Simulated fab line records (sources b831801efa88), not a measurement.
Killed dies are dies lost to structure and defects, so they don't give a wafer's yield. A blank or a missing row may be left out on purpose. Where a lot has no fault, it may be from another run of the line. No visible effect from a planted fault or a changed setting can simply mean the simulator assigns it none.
A struck lot beside a sound one + flow gf180mcu + 43 steps out of a route of 602
Sound: the wafers L609.4, L609.5, L609.6. Wafers L619.1, L619.4, L619.6 were the ones struck. The cause comes at the end.
Per side, at each step with rows, come the tool, then ch with its chambers, and then its first start. Under that, the readings that differ: sound wafers + struck wafers + difference of the means + sigmas: that difference in standard deviations of wafers without a fault.
alike: readings with means less than 2 such deviations apart, plus words and numbers identical on both sides. not compared: withheld readings, readings lacking a value on some wafer, bounds such as >300 that could conceal the same value, and numbers that have no deviation in the record and whose values overlap.
Wherever a step has rows on one side only, a row that says differs or no value, or a row with sigmas, the two part there. Numbers that have no deviation but don't overlap get no sigmas and don't part them. A reading that every wafer of one side lacks parts them only if that side has two wafers or more.

first, 5 steps without rows for these wafers: GF_STI_WET_ETCH_17 (etches Si3N4 in H3PO4, target depth 45 nm, time 514 s); GF_STI_CLEAN_18 (cleans in SC1/SC2, time 150 s); GF_STI_CLEAN_19 (cleans in dHF, time 20 s); GF_STI_WET_ETCH_20 (etches SiO2 in dHF, target depth 20 nm, time 400 s); GF_STI_OXIDATION_21 (stabilise 600 s, purge 300 s, target thk 15 nm).
GF_STI_THK_MEAS_22:
  sound on film_metro-02, day 4 00:53; struck on film_metro-02, day 6 06:05
  alike: STI_OXIDATION_01_THK
then, 1 step without rows for these wafers: GF_STI_CVD_23 (deposits SiO2, target thk 650 nm, time 108.3 s).
GF_STI_THK_MEAS_24:
  sound on film_metro-04, day 4 01:02; struck on film_metro-02, day 6 06:13
  alike: STI_CVD_23_THK
GF_STI_CMP_25: polishes, stops on Si3N4, t overpolish 33 s, target thk 524.6 nm.
  sound on cmp-01 ch 2,3, day 4 01:07; struck on cmp-02 ch 0,1,3, day 6 06:17
  alike: motor_current_A, overpolish_run_s, time_to_endpoint_s
then, 3 steps without rows for these wafers: GF_STI_WET_ETCH_26 (etches SiO2 in dHF, target depth 94 nm, time 188 s); GF_STI_WET_ETCH_27 (etches Si3N4 in H3PO4, target depth 160 nm, time 1825 s); GF_STI_WET_ETCH_28 (etches SiO2 in dHF, target depth 20 nm, time 40 s).
GF_STI_OXIDATION_29: stabilise 600 s, purge 300 s, target thk 10 nm.
  sound on furnace-01 ch 0, day 4 02:11; struck on furnace-02 ch 0, day 6 07:28
| reading               | sound             | struck            | difference | sigmas |
|-----------------------|-------------------|-------------------|------------|--------|
| spike_tc_bottom_C (C) | 922.0 921.3 920.0 | 915.3 914.9 916.3 | -5.6       | -2     |
  alike: ox_temp_c_max, zone_power_lower_pct
GF_STI_THK_MEAS_30:
  sound on film_metro-03, day 4 03:36; struck on film_metro-03, day 6 08:52
  alike: STI_OXIDATION_02_THK
then, 8 steps without rows for these wafers: GF_DNWELL_DEHYDRATE_00 (time 60 s); GF_DNWELL_HMDS_01 (prime time 60 s); GF_DNWELL_COAT_02 (resist thk 3000 nm); GF_DNWELL_SOFTBAKE_03; GF_DNWELL_EXPOSE_04 (exposes mask DNWELL, target cd 1700 nm); GF_DNWELL_PEB_05; GF_DNWELL_DEVELOP_06 (develop time 60 s); GF_DNWELL_IMPLANT_07.
GF_DNWELL_STRIP_08: strips in O2/N2.
  sound on plasma_asher-02 ch 0,1, day 4 16:55; struck on plasma_asher-03 ch 0,1, day 7 00:03
  alike: chamber_pressure_mTorr, drypump_motor_current_A, heater_power_w, oes_product_au, strip_time_to_endpoint_s
  not compared: rf_hours_counter_h
GF_DNWELL_TW_MEAS_09:
  sound on film_metro-02, day 4 17:01; struck on film_metro-04, day 7 00:09
  alike: DNWELL_TW
then, 7 steps without rows for these wafers: GF_NWELL_DEHYDRATE_00 (time 60 s); GF_NWELL_HMDS_01 (prime time 60 s); GF_NWELL_COAT_02 (resist thk 3000 nm); GF_NWELL_SOFTBAKE_03; GF_NWELL_EXPOSE_04 (exposes mask Nwell, target cd 860 nm); GF_NWELL_PEB_05; GF_NWELL_DEVELOP_06 (develop time 60 s).
GF_NWELL_OVL_MEAS_07:
  sound on overlay-01, day 5 06:46; struck on overlay-02, day 7 16:00
  alike: NWELL_OVL
then, 2 steps without rows for these wafers: GF_NWELL_IMPLANT_08; GF_NWELL_IMPLANT_09.
GF_NWELL_STRIP_10: strips in O2/N2.
  sound on plasma_asher-04 ch 0,1, day 5 07:07; struck on plasma_asher-04 ch 0,1, day 7 16:20
  alike: chamber_pressure_mTorr, drypump_motor_current_A, heater_power_w, oes_product_au, strip_time_to_endpoint_s
  not compared: rf_hours_counter_h
GF_NWELL_TW_MEAS_11:
  sound on film_metro-02, day 5 07:13; struck on film_metro-01, day 7 16:26
  alike: NWELL_TW
then, 6 steps without rows for these wafers: GF_LVPWELL_DEHYDRATE_00 (time 60 s); GF_LVPWELL_HMDS_01 (prime time 60 s); GF_LVPWELL_COAT_02 (resist thk 3000 nm); GF_LVPWELL_SOFTBAKE_03; GF_LVPWELL_EXPOSE_04 (exposes mask LVPWELL, target cd 600 nm); GF_LVPWELL_PEB_05.
-- the record jumps here: 26 days lie between the struck wafers' starts before and after (it left off in module LVPWELL and takes up again in module PASSIVATION, whose first step shown is number 602 of the route) --
GF_PASSIVATION_PROBE_99:
  only the struck wafers here have rows in the record (prober-01, day 33 19:18); the sound ones have none

== WHERE THEY PART ==
At GF_STI_OXIDATION_29 first; at GF_PASSIVATION_PROBE_99 last (within this record only).

WHY: what had been put in by the simulator
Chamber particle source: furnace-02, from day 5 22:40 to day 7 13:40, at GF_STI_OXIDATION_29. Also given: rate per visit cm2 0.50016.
